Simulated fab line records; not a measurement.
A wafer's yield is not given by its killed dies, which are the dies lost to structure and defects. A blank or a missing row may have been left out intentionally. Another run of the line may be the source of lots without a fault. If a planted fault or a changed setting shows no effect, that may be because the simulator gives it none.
Struck lot and sound lot, side by side + flow sfq-line + 42 out of 325 route steps
Sound: wafers L670.1, L670.2, L670.5. Struck: wafer L678.1 (left out: L678.2, L678.5 of the same lot, which were not struck); the cause appears at the end.
Per side, at each step with rows, come the tool, then ch with its chambers, and then its first start. Under that, the readings that differ: sound wafers + struck wafers + difference of the means + sigmas: that difference in standard deviations of wafers without a fault.
alike: same words and numbers on both sides, and readings whose means sit less than 2 such deviations apart. not compared: any withheld reading, any reading some wafer has no value for, any bound like >300 that may hide the same value, and any number with overlapping values for which the record gives no deviation.
The two part at a step that has a row with sigmas, a row that says differs or no value, or rows on one side only. Non-overlapping numbers with no deviation appear without sigmas and do not part them. A reading that every wafer of one side lacks parts them only if that side has two wafers or more.

first, 6 steps without rows for these wafers: SFQ_TRILAYER_L0_VIA_LITHO_COAT_018 (resist thk 62 nm); SFQ_TRILAYER_L0_VIA_LITHO_COAT_013 (resist thk 650 nm); SFQ_TRILAYER_L0_VIA_LITHO_SOFTBAKE_017; SFQ_TRILAYER_L0_VIA_LITHO_EXPOSE_014 (exposes mask L0V, target cd 700 nm); SFQ_TRILAYER_L0_VIA_LITHO_PEB_016 (peb time 60 s); SFQ_TRILAYER_L0_VIA_LITHO_DEVELOP_015 (time 60 s).
SFQ_L0V_OVL_MEAS_903:
  struck on overlay-02, day 9 20:35; sound on overlay-01, day 7 09:35
  alike: L0V_OVL
SFQ_TRILAYER_L0_VIA_BARC_OPEN_VIA_ETCH_021: etches BARC in O2, target depth 125 nm, time 41.7 s.
  sound on rie-diel-01 ch 0,1, day 7 09:37; struck on rie-diel-04 ch 2, day 9 20:38
  alike: drypump-motor-current-A, oes-product-au
  not compared: rf-hours-counter-h
SFQ_TRILAYER_L0_VIA_ETCH_VIA_ETCH_016: etches SiO2 in CHF3, stops on MoNx KI, target depth 80 nm.
  sound on rie-diel-01 ch 0,1, day 7 09:40; struck on rie-diel-04 ch 2, day 9 20:40
  alike: drypump-motor-current-A, oes-product-au
then, 3 steps without rows for these wafers: SFQ_TRILAYER_L0_VIA_STRIP_STRIP_017 (strips in O2); SFQ_TRILAYER_L0_VIA_STRIP_SOLV_CLEAN_018 (cleans in NMP, time 600 s); SFQ_TRILAYER_M0_DEP_PRE_CLEAN_020 (time 15 s).
SFQ_TRILAYER_M0_DEP_SPUTTER_019: material Nb, target thk 200 nm, time 133.3 s.
  struck on pvd-sputter-06, day 9 21:31; sound on pvd-sputter-03, day 7 10:31
| reading                                             | sound             | struck | difference | sigmas |
|-----------------------------------------------------|-------------------|--------|------------|--------|
| model.Nb_of_TRILAYER_M0_DEP_SPUTTER_019.thk-nm (nm) | 204.8 202.5 204.5 | 216.6  | +12.7      |        |
  alike: throttle-valve-pct
SFQ_M0_RS_MEAS_904: measurement is done with a four-point probe.
  struck on film-metro-03, day 9 21:36; sound on film-metro-03, day 7 10:36
| reading           | sound             | struck | difference | sigmas |
|-------------------|-------------------|--------|------------|--------|
| M0_NB_RS (ohm/sq) | 0.867 0.877 0.868 | 0.821  | -0.050     | -5     |
then, 6 steps without rows for these wafers: SFQ_TRILAYER_M0_LITHO_COAT_026 (resist thk 62 nm); SFQ_TRILAYER_M0_LITHO_COAT_021 (resist thk 600 nm); SFQ_TRILAYER_M0_LITHO_SOFTBAKE_025; SFQ_TRILAYER_M0_LITHO_EXPOSE_022 (exposes mask M0, target cd 500 nm); SFQ_TRILAYER_M0_LITHO_PEB_024 (peb time 60 s); SFQ_TRILAYER_M0_LITHO_DEVELOP_023 (time 60 s).
-- the record jumps here: 4 days lie between the struck wafers' starts before and after --
SFQ_M0_OVL_MEAS_906:
  struck on overlay-02, day 14 08:36; sound on overlay-02, day 11 18:11
  alike: M0_OVL
then, 1 step without rows for these wafers: SFQ_TRILAYER_M0_BARC_OPEN_METAL_ETCH_031 (etches BARC in O2, target depth 125 nm, time 41.7 s).
SFQ_TRILAYER_M0_ETCH_METAL_ETCH_024: etches Nb in Cl2/Ar, stops on SiO2, target depth 240 nm, time 120 s.
  sound on rie-metal-04 ch 0, day 11 18:21; struck on rie-metal-04 ch 1, day 14 08:42
| reading                     | sound             | struck | difference | sigmas |
|-----------------------------|-------------------|--------|------------|--------|
| drypump-motor-current-A (A) | 5.0 5.1 5.1       | 5.9    | +0.8       | +2     |
| oes-product-au (a.u.)       | 0.907 0.902 0.906 | 0.941  | +0.036     | +5     |
  not compared: rf-hours-counter-h
then, 3 steps without rows for these wafers: SFQ_TRILAYER_M0_STRIP_STRIP_025 (strips in O2); SFQ_TRILAYER_M0_STRIP_SOLV_CLEAN_026 (cleans in NMP, time 600 s); SFQ_TRILAYER_I0_DEP_PECVD_027 (deposits SiO2 from SiH4/N2O, time 111.11 s, target thk 500 nm).
SFQ_TRILAYER_I0_CMP_CMP_028: polishes SiO2.
  sound on cmp-01 ch 1,2, day 12 02:26; struck on cmp-02 ch 0, day 14 11:11
| reading            | sound             | struck | difference | sigmas |
|--------------------|-------------------|--------|------------|--------|
| slurry-flow-ml-min | 150.5 149.9 149.2 | 151.1  | +1.2       | +3     |
  alike: motor-current-A, retaining-ring-pressure-frac, time-to-endpoint-s
SFQ_I0_BOW_MEAS_907:
  struck on film-metro-02, day 14 12:41; sound on film-metro-01, day 12 05:26
  alike: I0_BOW
then, 7 steps without rows for these wafers: SFQ_TRILAYER_I0_METRO_MEASURE_029; SFQ_TRILAYER_I0_VIA_LITHO_COAT_036 (resist thk 62 nm); SFQ_TRILAYER_I0_VIA_LITHO_COAT_031 (resist thk 650 nm); SFQ_TRILAYER_I0_VIA_LITHO_SOFTBAKE_035; SFQ_TRILAYER_I0_VIA_LITHO_EXPOSE_032 (exposes mask I0, target cd 500 nm); SFQ_TRILAYER_I0_VIA_LITHO_PEB_034 (peb time 60 s); SFQ_TRILAYER_I0_VIA_LITHO_DEVELOP_033 (time 60 s).
-- the record jumps here: 5 days lie between the struck wafers' starts before and after --
SFQ_I0_OVL_MEAS_908:
  struck on overlay-02, day 19 18:56; sound on overlay-01, day 17 04:54
  alike: I0_OVL
then, 1 step without rows for these wafers: SFQ_TRILAYER_I0_VIA_BARC_OPEN_VIA_ETCH_046 (etches BARC in O2, target depth 125 nm, time 41.7 s).
SFQ_TRILAYER_I0_VIA_ETCH_VIA_ETCH_034: etches SiO2 in CHF3, stops on Nb, target depth 260 nm.
  sound on rie-diel-02 ch 2,3, day 17 04:59; struck on rie-diel-03 ch 1, day 19 19:01
  alike: drypump-motor-current-A, oes-product-au
SFQ_TRILAYER_I0_VIA_STRIP_STRIP_035: strips in O2.
  sound on rie-metal-01 ch 1, day 17 05:05; struck on rie-metal-02 ch 1, day 19 19:07
  alike: drypump-motor-current-A, oes-product-au
  not compared: rf-hours-counter-h
then, 2 steps without rows for these wafers: SFQ_TRILAYER_I0_VIA_STRIP_SOLV_CLEAN_036 (cleans in NMP, time 600 s); SFQ_TRILAYER_M1_DEP_PRE_CLEAN_038 (time 22.5 s).
-- the record jumps here: 68 days lie between the struck wafers' starts before and after --
SFQ_M8_BOW_MEAS_951:
  struck on film-metro-03, day 87 16:44; sound on film-metro-02, day 84 16:37
| reading                 | sound                | struck | difference | sigmas |
|-------------------------|----------------------|--------|------------|--------|
| model.etest.m0.ohm-um   | 1.731 1.75 1.728     | 1.65   | -0.09      |        |
| model.etest.i0.link-ohm | 1.93 1.945 1.927     | 1.895  | -0.039     |        |
| model.etest.m0.ohm-sq   | 0.8696 0.8794 0.8707 | 0.8221 | -0.0511    |        |
  alike: M8_BOW

WHERE THEY PART
Earliest at SFQ_M0_RS_MEAS_904; latest, in this record, at SFQ_TRILAYER_I0_CMP_CMP_028. Later steps at which nothing parts them and some readings are alike: SFQ_I0_BOW_MEAS_907, SFQ_I0_OVL_MEAS_908, SFQ_TRILAYER_I0_VIA_ETCH_VIA_ETCH_034, SFQ_TRILAYER_I0_VIA_STRIP_STRIP_035, SFQ_M8_BOW_MEAS_951.

WHY: what the simulator had put in
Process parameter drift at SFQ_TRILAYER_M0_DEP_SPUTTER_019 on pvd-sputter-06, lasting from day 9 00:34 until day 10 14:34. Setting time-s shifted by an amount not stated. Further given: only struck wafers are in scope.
